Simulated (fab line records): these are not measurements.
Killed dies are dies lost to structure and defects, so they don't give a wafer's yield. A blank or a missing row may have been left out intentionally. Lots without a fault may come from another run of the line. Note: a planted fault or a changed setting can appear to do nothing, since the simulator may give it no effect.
Chamber matching / flow sky130 / SKY_FIELD_ISO_CMP_27 on cmp-02: 4 sister chambers
The step polishes, stops on Si3N4, t overpolish 16 s, target thk 457.8 nm. 4 wafers are shown with their chamber, then 7 later ones without.

WAFERS, EACH WITH ITS CHAMBER
wafer=L275.2; chamber=3; motor current A (A)=12.4
wafer=L275.6; chamber=0; motor current A (A)=12.1
wafer=L279.2; chamber=1; motor current A (A)=10.7
wafer=L279.4; chamber=2; motor current A (A)=12.0

WAFERS WITHOUT THEIR CHAMBER
wafer=L279.6; motor current A (A)=12.0
wafer=L281.1; motor current A (A)=12.3
wafer=L281.2; motor current A (A)=12.0
wafer=L281.5; motor current A (A)=11.8
wafer=L282.1; motor current A (A)=10.5
wafer=L282.2; motor current A (A)=12.1
wafer=L282.4; motor current A (A)=11.7

CHAMBER TAKEN BY EACH
wafer=L279.6; from the rows above=can't be placed: 2 or 0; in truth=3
wafer=L281.1; from the rows above=can't be placed: 3 or 0 or 2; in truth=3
wafer=L281.2; from the rows above=can't be placed: 2 or 0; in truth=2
wafer=L281.5; from the rows above=can't be placed: 2 or 0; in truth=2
wafer=L282.1; from the rows above=1; in truth=1
wafer=L282.2; from the rows above=can't be placed: 0 or 2 or 3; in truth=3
wafer=L282.4; from the rows above=can't be placed: 2 or 0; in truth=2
Correct placement for 1 of the 7. Cannot be placed on the basis of these rows: 6; the candidates contain the true chamber in 5. 0 placed wrongly.
How it was worked out, from the rows above alone: a wafer's distance from a chamber is the root of the sum, over the readings, of the square of ((its reading less the chamber's mean) divided by the reading's scatter). If the next closest chamber is less than 2 further off than the closest, the wafer can't be placed; otherwise it belongs to the closest. For every chamber, the mean is computed from those of its wafers that are shown. The scatter: root of mean squared gap, hidden wafer to nearest shown wafer, with one shown wafer a chamber.
